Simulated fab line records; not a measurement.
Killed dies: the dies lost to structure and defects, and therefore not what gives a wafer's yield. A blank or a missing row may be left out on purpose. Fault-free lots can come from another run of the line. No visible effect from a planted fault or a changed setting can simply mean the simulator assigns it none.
Struck lot and sound lot, side by side    flow gf180mcu    14 out of 602 route steps
Sound: these wafers, L415.1, L415.4, L415.6. The struck wafers were L435.2, L435.4, L435.5. Last of all comes the cause.
Per side, at each step with rows, come the tool, then ch with its chambers, and then its first start. Under that, the readings that differ: sound wafers    struck wafers    difference of the means    sigmas: that difference in standard deviations of wafers without a fault.
alike: same words and numbers on both sides, and readings whose means sit less than 2 such deviations apart. not compared: any withheld reading, any reading some wafer has no value for, any bound like >300 that may hide the same value, and any number with overlapping values for which the record gives no deviation.
Wherever a step has rows on one side only, a row that says differs or no value, or a row with sigmas, the two part there. Numbers that don't overlap but have no deviation are shown without sigmas and don't part them. A reading that every wafer of one side lacks parts them only if that side has two wafers or more.

first, 2 steps without rows for these wafers: GF_MVSD_PEB_05; GF_MVSD_DEVELOP_06 (develop time 60 s).
GF_MVSD_OVL_MEAS_07:
  sound on overlay-01 at day 4 14:12; struck on overlay-02 at day 9 11:43
  alike: MVSD_OVL
then, 2 steps without rows for these wafers: GF_MVSD_IMPLANT_08; GF_MVSD_IMPLANT_09.
GF_MVSD_STRIP_10: strips in O2/N2.
  sound on plasma asher-03 ch 0,1, day 4 14:32; struck on plasma asher-02 ch 0,1, day 9 12:02
reading                      sound        struck       difference  sigmas
drypump motor current A (A)  6.7 6.4 6.6  6.1 5.3 6.1  -0.7        -2
  alike: heater power w, oes product au, strip time to endpoint s
  not compared: rf hours counter h
GF_MVSD_TW_MEAS_11:
  sound on film metro-01 at day 4 14:38; struck on film metro-04 at day 9 12:09
  alike: MVSD_TW
then, 5 steps without rows for these wafers: GF_MVPSD_DEHYDRATE_00 (time 60 s); GF_MVPSD_HMDS_01 (prime time 60 s); GF_MVPSD_COAT_02 (resist thk 3000 nm); GF_MVPSD_SOFTBAKE_03; GF_MVPSD_EXPOSE_04 (exposes mask MVPSD, target cd 1000 nm).
GF_MVPSD_PEB_05:
  sound on litho track-03 ch 0, day 5 03:00; struck on litho track-03, day 10 04:00
  no value came back on the struck wafers for chill plate temp C (C), exhaust pa (Pa); on the sound wafers chill plate temp C (C) reads 23.11 23.10 23.20
then, 1 step without rows for these wafers: GF_MVPSD_DEVELOP_06 (develop time 60 s).

WHERE THEY PART
At GF_MVSD_STRIP_10 first; at GF_MVPSD_PEB_05 last (within this record only).

WHY: the cause the simulator had injected
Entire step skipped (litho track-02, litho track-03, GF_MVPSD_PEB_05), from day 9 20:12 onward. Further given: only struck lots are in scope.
